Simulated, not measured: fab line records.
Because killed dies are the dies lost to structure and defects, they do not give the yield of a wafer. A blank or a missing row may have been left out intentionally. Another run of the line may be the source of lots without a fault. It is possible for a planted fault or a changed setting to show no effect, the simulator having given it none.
Which of the tools did it? | flow sky130 | Sampling: 12 lots, 35 wafers, 3 of 708 route steps

== WHAT EACH GAUGE READ, for each wafer ==
SKY_METAL5_RS_MEAS_05: measurement is done with a four-point probe.
lot  | measured     | on            | METAL5_ALCU_RS (ohm/sq)
L184 | day 43 12:37 | film-metro-04 | 0.02693 0.02714 0.0267
L185 | day 44 00:28 | film-metro-03 | 0.02678 0.02692 0.0268
L187 | day 44 05:44 | film-metro-04 | 0.0274 0.02722 0.02688
L189 | day 44 14:14 | film-metro-02 | 0.02703 0.02687 0.02692
L193 | day 45 11:58 | film-metro-04 | 0.0269 0.0269 0.02698
L192 | day 45 16:05 | film-metro-04 | 0.02752 0.02751
L194 | day 45 20:14 | film-metro-04 | 0.02775 0.02777 0.02778
L195 | day 45 22:56 | film-metro-03 | 0.02719 0.0272 0.02723
L196 | day 46 13:05 | film-metro-04 | 0.02721 0.02713 0.02721
L199 | day 47 06:17 | film-metro-03 | 0.02723 0.02717 0.0273
L203 | day 48 08:37 | film-metro-02 | 0.02705 0.02691 0.02696
L206 | day 48 18:52 | film-metro-03 | 0.0268 0.02692 0.02703

SKY_METAL5_THK_MEAS_06: measures by xrf.
lot  | measured     | on            | METAL5_ALCU_THK (nm)
L184 | day 43 12:44 | film-metro-04 | 1116 1107 1127
L185 | day 44 00:34 | film-metro-03 | 1111 1099 1110
L187 | day 44 05:50 | film-metro-04 | 1094 1097 1112
L189 | day 44 14:21 | film-metro-02 | 1113 1113 1111
L193 | day 45 12:05 | film-metro-04 | 1120 1120 1127
L192 | day 45 16:12 | film-metro-04 | 1093 1090
L194 | day 45 20:21 | film-metro-04 | 1088 1089 1082
L195 | day 45 23:02 | film-metro-03 | 1095 1089 1097
L196 | day 46 13:10 | film-metro-04 | 1107 1113 1113
L199 | day 47 06:23 | film-metro-03 | 1092 1095 1089
L203 | day 48 08:44 | film-metro-02 | 1110 1122 1117
L206 | day 48 18:59 | film-metro-03 | 1109 1107 1105

== TOOL THAT RAN EACH LOT (tool first, then ch and the chambers of the sampled wafers, then the start) ==
lot  | SKY_METAL1_SPUTTER_03
L184 | pvd-sputter-02, day 32 09:58
L185 | pvd-sputter-02, day 33 00:08
L187 | pvd-sputter-04, day 33 05:01
L189 | pvd-sputter-04, day 33 15:25
L193 | pvd-sputter-02, day 34 20:28
L192 | pvd-sputter-04, day 34 21:55
L194 | pvd-sputter-04, day 35 04:25
L195 | pvd-sputter-04, day 35 07:50
L196 | pvd-sputter-04, day 36 01:07
L199 | pvd-sputter-02, day 36 23:05
L203 | pvd-sputter-03, day 38 07:45
L206 | pvd-sputter-04, day 38 21:08
- SKY_METAL1_SPUTTER_03: material Ti, target thk 5 nm, time 3.3 s.

== AS READ BY THE TOOLS THEMSELVES (means over the sampled wafers that have a number; for cases with no such wafer, the mark the record gives instead) ==
SKY_METAL1_SPUTTER_03.
lot  | tool           | throttle-valve-pct (%)
L184 | pvd-sputter-02 | 29.5
L185 | pvd-sputter-02 | 30.0
L187 | pvd-sputter-04 | 29.5
L189 | pvd-sputter-04 | 31.9
L193 | pvd-sputter-02 | 29.5
L192 | pvd-sputter-04 | 31.7
L194 | pvd-sputter-04 | 29.7
L195 | pvd-sputter-04 | 31.5
L196 | pvd-sputter-04 | 30.6
L199 | pvd-sputter-02 | 29.7
L203 | pvd-sputter-03 | 28.6
L206 | pvd-sputter-04 | 30.7

== THE ANSWER, worked out from the rows above alone ==
Rule: what is usual is taken from the lots themselves. The widest of any qualifying gaps counts: lots, ordered by their means at a reading, are off when they make up no more than a third of the lots, leave a main group of 4 or more, and stand apart from it by 3 or more times the standard deviation of that group's means. Not used: any main group whose means are identical at the precision the tables above print for the reading. A lot without any number at a reading at which 4 lots or more have one is off too. The other lots that the step has rows for count as sound. The gauges are gone through in route order, then the tools' own readings, and for those a lot's mean is taken as printed above. The first step at which some lot is off is used, and at that step the reading that is off furthest; a lot without a number counts as furthest.
No lot is off on any of the readings shown, so nothing can be concluded from this.

== WHAT THE SIMULATOR PUT IN ==
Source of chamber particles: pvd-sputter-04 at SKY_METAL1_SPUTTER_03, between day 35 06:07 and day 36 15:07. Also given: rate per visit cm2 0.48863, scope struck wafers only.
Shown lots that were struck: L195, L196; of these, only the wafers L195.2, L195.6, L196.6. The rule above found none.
